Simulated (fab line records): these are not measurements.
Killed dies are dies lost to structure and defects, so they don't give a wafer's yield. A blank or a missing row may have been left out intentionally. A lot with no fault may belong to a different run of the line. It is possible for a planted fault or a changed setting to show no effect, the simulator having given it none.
A struck lot beside a sound one / flow sky130 / 16 out of 708 route steps
Sound: these wafers, L614.1, L614.3, L614.4. Struck: wafer L625.3; the same lot's L625.2 was not struck, so it is left out; see the end for the cause.
Per side, at each step with rows, come the tool, then ch with its chambers, and then its first start. Under that, the readings that differ: sound wafers / struck wafers / difference of the means / sigmas: that difference in standard deviations of wafers without a fault.
alike: a reading whose means differ by less than 2 such deviations, as well as words and numbers matching on both sides. not compared: withheld readings; readings where some wafer has no value; bounds like >300 that might hide an equal value; numbers whose values overlap and for which the record gives no deviation.
Wherever a step has rows on one side only, a row that says differs or no value, or a row with sigmas, the two part there. Numbers that don't overlap but have no deviation are shown without sigmas and don't part them. Lack of a reading on every wafer of one side parts them only where that side has two or more wafers.

first, 3 steps without rows for these wafers: SKY_METAL2_EXPOSE_12 (exposes mask MM2, target cd 140 nm); SKY_METAL2_PEB_13; SKY_METAL2_DEVELOP_14 (develop time 60 s).
SKY_METAL2_CD_MEAS_15 targets a cd of 140 nm.
  sound on cd-sem-01 at day 36 07:02; struck on cd-sem-01 at day 39 14:17
  alike: cd-nm
SKY_METAL2_OVL_MEAS_16:
  sound on overlay-01 at day 36 07:10; struck on overlay-01 at day 39 14:23
  alike: METAL2_OVL
SKY_METAL2_DESCUM_17: chemistry O2, time 8 s.
  sound on rie-metal-03 ch 0,1, day 36 07:12; struck on rie-metal-01 ch 1, day 39 14:25
  alike: drypump-motor-current-A, oes-product-au
  not compared: rf-hours-counter-h
SKY_METAL2_ETCH_18: etches BARC in N2/H2, stops on SiO2, time 45.9 s, target depth 60 nm.
  sound on rie-metal-03 ch 0,1, day 36 07:14; struck on rie-metal-01 ch 1, day 39 14:27
  alike: drypump-motor-current-A, oes-product-au, throttle-valve-pct
  not compared: rf-hours-counter-h
SKY_METAL2_METAL_ETCH_19: etches the open film in Cl2/BCl3, stops on SiO2, target depth 360 nm, time 78 s.
  sound on rie-metal-03 ch 0,1, day 36 07:17; struck on rie-metal-01 ch 1, day 39 14:31
  alike: drypump-motor-current-A, oes-product-au, throttle-valve-pct
  not compared: rf-hours-counter-h
SKY_METAL2_STRIP_20: strips in O2/N2.
  sound on plasma-asher-01 ch 0,1, day 36 07:23; struck on plasma-asher-01 ch 0, day 39 14:36
reading=strip-time-to-endpoint-s (s); sound=2.627 2.655 2.638; struck=2.727; difference=+0.087; sigmas=+3
  alike: drypump-motor-current-A, oes-product-au
  not compared: rf-hours-counter-h
then, 3 steps without rows for these wafers: SKY_METAL2_STRIP_21 (strips in post etch residue remover, time 1200 s); SKY_METAL2_CLEAN_22 (cleans in IPA, time 180 s); SKY_METAL2_CLEAN_23 (cleans in O3/DIW).
SKY_VIA2_HDPCVD_00: deposits SiO2, target thk 1180 nm, time 196.7 s.
  sound on hdpcvd-02 ch 0,1,2, day 36 07:58; struck on hdpcvd-02 ch 1, day 39 15:16
reading=run-length-s (s); sound=224.1 223.7 224.6; struck=201.9; difference=-22.2; sigmas=-37
reading=model.SiO2_of_VIA2_HDPCVD_00.thk-nm (nm); sound=1191 1173 1178; struck=1035; difference=-146; sigmas=
SKY_VIA2_THK_MEAS_01:
  sound on film-metro-04 at day 36 08:06; struck on film-metro-02 at day 39 15:25
reading=VIA2_HDPCVD_THK (nm); sound=1191 1173 1178; struck=1035; difference=-146; sigmas=-13
SKY_VIA2_CMP_02: polishes SiO2.
  sound on cmp-02 ch 0,1,3, day 36 08:10; struck on cmp-02 ch 1, day 39 15:34
  alike: motor-current-A, retaining-ring-pressure-frac, slurry-filter-dp-kPa
-- the record jumps here: 10 days lie between the struck wafers' starts before and after (it left off in module VIA2 and takes up again in module PAD_OPEN, whose first step shown is number 708 of the route) --
SKY_PAD_OPEN_PROBE_99:
  only the struck wafers here have rows in the record (prober-01, day 49 12:56); the sound ones have none

WHERE THEY PART
At SKY_METAL2_STRIP_20 first; at SKY_PAD_OPEN_PROBE_99 last (within this record only).

WHY: what the simulator had put in
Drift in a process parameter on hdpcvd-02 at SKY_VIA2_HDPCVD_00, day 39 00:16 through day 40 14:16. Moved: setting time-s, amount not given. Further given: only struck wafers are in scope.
